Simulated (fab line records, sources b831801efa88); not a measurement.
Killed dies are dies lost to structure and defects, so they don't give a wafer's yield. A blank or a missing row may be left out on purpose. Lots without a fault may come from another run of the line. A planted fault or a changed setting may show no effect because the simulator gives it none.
fab line records | flow sky130
record lots=9 wafers=27 last_day=50
route steps=708 shown CONTACT@410 METAL1@451 PAD_OPEN@708
lots that met no fault: from a run of the same line without faults
start_h: hours from the record's first day to the start of the lot's first wafer shown | wait_h: hours since the lot's step before | " the same as in the row above | L1.1+2: a row that stands for several wafers | - no value, or no start given | * or withheld: withheld | < > ~ a bound
route shown NAME@n: a module of which the file shows steps, and the number in the route of the first | usual: mean/standard deviation of fault-free wafers | same: alike in all rows | chamber/n: place in a boat | sites: the reading at each site | _std_site: their standard deviation | _edge_site: outer sites' mean less inner sites' | radius_mm: how far each site lies from the wafer's centre | mask NAME#n: copy n | behind: the tool/chamber that last shaped the wafer | hold: why the lot was held/for how many hours/how that ended | device: the transistor (n, p or np) that didn't switch | end of line: the same wafers' tests at the end of the route | a step without rows: its recipe alone | killed: dies lost to structure and defects at the first sort, not the wafer's yield | map: a wafer's dies, x killed, . not, _ none there
set.NAME: the setting as run; set.NAME@STEP: as run at that earlier step | model.NAME: the simulator's own value behind a step, which no gauge read
steps of the route over a sample of lots; a table a step, a row a wafer
services: from which hour (start_h, from the record's first day; less than 0 if before it) a tool's chamber was out of use, for how many hours, and why
## steps
# step SKY_CONTACT_CMP_04
# recipe material=SiO2 down_force_psi=4 platen_rpm=60 pad_velocity_m_s=0.94248
# usual motor_current_A=13.4/1.2 slurry_filter_dp_kPa=13.53/0.14 time_to_endpoint_s=84/4
# columns lot.wafer tool chamber start_h wait_h motor_current_A slurry_filter_dp_kPa time_to_endpoint_s
L802.2 cmp-01 0 706.02 0.1 11.7 13.52 82
L802.6 " 3 " " 11.2 13.39 79
L802.5 " 0 " " 13.1 13.47 81
L803.3 cmp-02 2 723.74 0.0 14.1 13.57 85
L803.5 " 2 " " 14.7 13.44 87
L803.6 " 3 " " 14.0 13.96 88
L804.3 cmp-01 0 727.79 0.0 12.2 13.60 83
L804.2 " 2 " " 13.9 13.63 79
L804.5 " 1 " " 11.7 13.57 83
L810.1 cmp-02 2 770.01 0.2 15.3 13.49 79
L810.5 " 3 " " 13.8 13.72 82
L810.6 " 0 " " 14.0 13.61 82
L813.1 cmp-01 3 794.01 0.1 10.9 13.49 90
L813.3 " 1 " " 12.8 13.62 86
L813.4 " 2 " " 13.5 13.27 87
L814.3 cmp-01 3 810.17 0.0 11.9 13.42 90
L814.6 " 3 " " 11.1 13.39 89
L814.5 " 0 " " 12.0 13.62 89
L822.1 cmp-01 3 865.34 0.1 11.2 13.39 84
L822.6 " 2 " " 14.0 13.63 86
L822.5 " 3 " " 11.2 13.49 89
L824.2 cmp-02 0 875.73 0.1 14.2 13.79 86
L824.1 " 2 " " 14.5 13.50 84
L824.5 " 0 " " 14.4 13.59 81
L825.3 cmp-02 0 880.90 0.1 14.2 13.65 84
L825.5 " 3 " " 14.5 13.27 84
L825.6 " 0 " " 14.7 13.54 87
# step SKY_METAL1_DESCUM_17
# recipe chemistry=O2 source_power_w=150 bias_power_w=0 pressure_mtorr=10 temp_c=40 time_s=8
# usual drypump_motor_current_A=5.62/0.19 oes_product_au=0.999/0.0093
# columns lot.wafer tool chamber start_h wait_h drypump_motor_current_A oes_product_au rf_hours_counter_h
L802.2 rie_metal-02 0 763.43 0.0 5.77 0.981 10.2
L802.5 " 1 " " 5.71 0.998 -
L802.6 " 0 " " 5.80 0.986 -
L803.3 rie_metal-03 1 780.77 0.0 5.28 1.000 -
L803.5 " 1 " " 5.30 1.007 -
L803.6 " 0 " " 5.49 0.993 -
L804.2 rie_metal-02 1 783.86 0.0 5.70 1.004 8.2
L804.3 " 1 " " 5.72 1.000 -
L804.5 " 0 " " 5.79 0.986 -
L810.1 rie_metal-03 1 825.21 0.0 5.30 1.018 10.1
L810.5 " 1 " " 5.32 1.006 -
L810.6 " 1 " " 5.30 1.010 -
L813.1 rie_metal-02 1 849.33 0.0 5.73 1.006 10.7
L813.3 " 1 " " 5.73 1.005 -
L813.4 " 0 " " 5.78 0.990 -
L814.3 rie_metal-02 1 864.97 0.0 5.73 1.009 -
L814.5 " 0 " " 5.78 0.990 -
L814.6 " 1 " " 5.74 1.005 -
L822.1 rie_metal-01 1 918.98 0.0 5.51 1.001 12.7
L822.5 " 0 " " 5.84 1.008 -
L822.6 " 1 " " 5.51 1.004 -
L824.1 rie_metal-02 0 928.63 0.0 5.78 0.988 17.9
L824.2 " 1 " " 5.65 0.993 14.3
L824.5 " 0 " " 5.80 0.986 -
L825.3 rie_metal-01 0 934.29 0.0 5.82 0.998 -
L825.5 " 1 " " 5.54 1.002 -
L825.6 " 0 " " 5.81 0.993 -
# step SKY_METAL1_ETCH_18
# recipe chemistry=N2/H2 target=BARC ion_energy_ev=200 bias_w=100 pressure_mtorr=30 n2_flow_sccm=100 h2_flow_sccm=200 icp_w=500 stop_on=SiO2 time_s=45.9 target_depth_a=600
# usual drypump_motor_current_A=5.63/0.19 oes_product_au=0.854/0.0048 run_length_s=74.5/1.1 throttle_valve_pct=13.225/0.0097
# columns lot.wafer tool chamber start_h wait_h drypump_motor_current_A oes_product_au rf_hours_counter_h run_length_s throttle_valve_pct
L802.2 rie_metal-02 0 763.46 0.0 5.79 0.852 10.2 74.7 13.215
L802.5 " 1 " " 5.69 0.843 - 73.4 13.234
L802.6 " 0 " " 5.77 0.852 - 74.2 13.225
L803.3 rie_metal-03 1 780.81 0.0 5.32 0.850 - 74.3 13.221
L803.5 " 1 " " 5.32 0.856 - 74.5 13.222
L803.6 " 0 " " 5.50 0.847 - 74.0 13.228
L804.2 rie_metal-02 1 783.91 0.0 5.70 0.859 8.3 76.9 13.218
L804.3 " 1 " " 5.71 0.863 - 76.5 13.233
L804.5 " 0 " " 5.80 0.851 - 77.3 13.218
L810.1 rie_metal-03 1 825.28 0.1 5.32 0.848 10.1 74.4 13.214
L810.5 " 1 " " 5.30 0.856 - 74.5 13.228
L810.6 " 1 " " 5.31 0.853 - 74.2 13.222
L813.1 rie_metal-02 1 849.36 0.0 5.70 0.962 10.7 68.2 13.224
L813.3 " 1 " " 5.75 0.965 - 68.1 13.230
L813.4 " 0 " " 5.80 0.956 - 68.6 13.221
L814.3 rie_metal-02 1 865.01 0.0 5.71 0.964 - 68.4 13.231
L814.5 " 0 " " 5.79 0.961 - 68.7 13.231
L814.6 " 1 " " 5.71 0.953 - 68.2 13.237
L822.1 rie_metal-01 1 919.01 0.0 5.58 0.852 12.7 74.6 13.228
L822.5 " 0 " " 5.85 0.856 - 74.6 13.230
L822.6 " 1 " " 5.56 0.858 - 74.9 13.225
L824.1 rie_metal-02 0 928.67 0.0 5.77 0.845 17.9 77.2 13.227
L824.2 " 1 " " 5.71 0.851 14.3 76.8 13.244
L824.5 " 0 " " 5.78 0.854 - 77.4 13.230
L825.3 rie_metal-01 0 934.35 0.0 5.81 0.846 - 77.5 13.213
L825.5 " 1 " " 5.55 0.849 - 77.8 13.229
L825.6 " 0 " " 5.81 0.849 - 77.1 13.219
# step SKY_METAL1_METAL_ETCH_19
# recipe target_depth_a=3600 stop_on=SiO2 over_etch_frac=0.3 time_s=78 chemistry=Cl2/BCl3 resist_sidewall_deg=88 pressure_mtorr=10 icp_w=900 bias_w=48.5 Cl2_flow_sccm=60 bcl3_flow_sccm=30
# usual drypump_motor_current_A=5.62/0.19 oes_product_au=0.856/0.0057 run_length_s=106.6/1 throttle_valve_pct=22.265/0.0096
# columns lot.wafer tool chamber start_h wait_h drypump_motor_current_A oes_product_au rf_hours_counter_h run_length_s throttle_valve_pct
L802.2 rie_metal-02 0 763.52 0.0 5.77 0.868 10.2 106.9 22.270
L802.5 " 1 " " 5.72 0.855 - 106.0 22.278
L802.6 " 0 " " 5.75 0.859 - 106.5 22.253
L803.3 rie_metal-03 1 780.89 0.1 5.28 0.855 - 107.1 22.273
L803.5 " 1 " " 5.27 0.863 - 106.4 22.263
L803.6 " 0 " " 5.47 0.850 - 106.1 22.249
L804.2 rie_metal-02 1 783.99 0.1 5.72 0.857 8.3 108.5 22.272
L804.3 " 1 " " 5.70 0.855 - 109.4 22.278
L804.5 " 0 " " 5.78 0.855 - 109.1 22.278
L810.1 rie_metal-03 1 825.40 0.1 5.31 0.863 10.2 106.6 22.258
L810.5 " 1 " " 5.33 0.853 - 106.6 22.263
L810.6 " 1 " " 5.33 0.860 - 106.9 22.263
L813.1 rie_metal-02 1 849.42 0.0 5.69 0.853 10.7 105.7 22.284
L813.3 " 1 " " 5.71 0.851 - 105.7 22.262
L813.4 " 0 " " 5.80 0.866 - 106.0 22.269
L814.3 rie_metal-02 1 865.09 0.1 5.69 0.854 - 106.1 22.257
L814.5 " 0 " " 5.78 0.850 - 106.5 22.262
L814.6 " 1 " " 5.70 0.854 - 105.9 22.261
L822.1 rie_metal-01 1 919.07 0.0 5.51 0.859 12.8 106.6 22.248
L822.5 " 0 " " 5.86 0.860 - 106.1 22.254
L822.6 " 1 " " 5.57 0.864 - 106.9 22.250
L824.1 rie_metal-02 0 928.76 0.1 5.79 0.850 17.9 109.2 22.262
L824.2 " 1 " " 5.73 0.847 14.3 108.5 22.277
L824.5 " 0 " " 5.80 0.847 - 109.2 22.277
L825.3 rie_metal-01 0 934.45 0.1 5.81 0.857 - 109.3 22.256
L825.5 " 1 " " 5.56 0.853 - 109.6 22.264
L825.6 " 0 " " 5.83 0.853 - 109.5 22.268
# step SKY_PAD_OPEN_PROBE_99
# usual defect_limited_yield=82.5/1.9 killed_at_M0_to_M3=43/7.6 killed_at_M4_up=2.9/1.7 killed_at_contacts=24/5.5 killed_at_front_end=15/4.2 killed_at_other=0.3/0.52 killed_dies=86/9.4 killed_open=47/7 killed_short=39/6.4 sort_bin_3_pad_short=0.9/0.4 sort_bin_5_function=10.3/1.6 sort_bin_6_memory=6.2/1.1 sort_n_pass=406/9.4 sort_yield_pct=82.5/1.9
# same gross_dies=492 killed_at_back_side=0 sort_bin_4_leakage[%]=0 sort_bin_8_speed[%]=0
# columns lot.wafer tool chamber start_h wait_h defect_limited_yield[%] killed_at_M0_to_M3 killed_at_M4_up killed_at_contacts killed_at_front_end killed_at_other killed_dies killed_open killed_short sort_bin_3_pad_short[%] sort_bin_5_function[%] sort_bin_6_memory[%] sort_n_pass sort_yield_pct[%]
L810.1 prober-02 - 1122.48 0.1 83.5 36 7 21 17 0 81 45 36 0.4 11.2 4.9 411 83.5
L810.5 prober-02 - 1122.68 0.2 79.9 43 2 36 16 2 99 51 47 1.0 12.0 7.1 393 79.9
L810.6 prober-02 - 1122.73 0.2 83.7 38 2 27 13 0 80 35 44 1.4 9.6 5.3 412 83.7
# killed by level:class
L810.1 VIA1:geometric_particle:open=9 LI_CONTACT:geometric_particle:open=8 FIELD_ISO:geometric_particle:short=5 VIA3:geometric_particle:open=5 CONTACT:geometric_particle:open=5 VIA2:geometric_particle:open=4 POLY_GATE:geometric_particle:short=4 LOCAL_INTERCONNECT:geometric_particle:open=4
L810.5 CONTACT:geometric_particle:open=14 VIA2:geometric_particle:open=8 LI_CONTACT:geometric_particle:open=7 CONTACT:geometric_particle:short=7 LOCAL_INTERCONNECT:geometric_particle:short=6 METAL1:geometric_particle:short=6 VIA1:geometric_particle:short=6 METAL2:geometric_particle:short=6
L810.6 CONTACT:geometric_particle:open=8 LI_CONTACT:geometric_particle:open=8 VIA1:geometric_particle:short=7 LI_CONTACT:geometric_particle:short=6 METAL2:geometric_particle:short=6 VIA2:geometric_particle:short=5 VIA1:geometric_particle:open=4 VIA2:geometric_particle:open=4
## services
# columns tool chamber start_h hours kind
rie_metal-03 - 716.96 15.6 pm
cmp-02 - 744.00 4.0 pm
cmp-02 - 748.00 - consumable_replace:conditioner
cmp-02 - 748.00 - consumable_replace:pad
rie_metal-02 - 748.76 1.5 repair
cmp-01 - 772.80 0.2 repair
cmp-02 - 818.03 0.3 repair
rie_metal-03 0 822.01 - clean
rie_metal-03 0 822.01 21.8 scheduled_down
rie_metal-03 0 822.01 21.8 vent_cycle
cmp-02 - 853.09 0.6 repair
rie_metal-03 - 888.85 2.8 pm
rie_metal-02 1 909.40 12.3 repair
cmp-01 - 912.61 5.7 pm
cmp-01 - 918.34 4.0 pm
cmp-01 - 922.34 - consumable_replace:conditioner
cmp-01 - 922.34 - consumable_replace:pad
## key
first_sign step=SKY_METAL1_ETCH_18 reading=oes_product_au direction=up sigmas=22 usual=0.854 struck=0.960
effect step=SKY_METAL1_ETCH_18 reading=run_length_s direction=down sigmas=5.8 usual=* struck=*
met_at SKY_METAL1_ETCH_18
struck_lots L813,L814
not_acting_at SKY_CONTACT_CMP_04,SKY_METAL1_DESCUM_17,SKY_METAL1_METAL_ETCH_19
onset_between 783.91 849.36
fault kind=process_parameter_drift tool=rie_metal-02 chamber=- onset_h=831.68 steps=SKY_METAL1_ETCH_18 channel=time_s offset=* shape=step end_h=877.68 acts_in=* stated=*
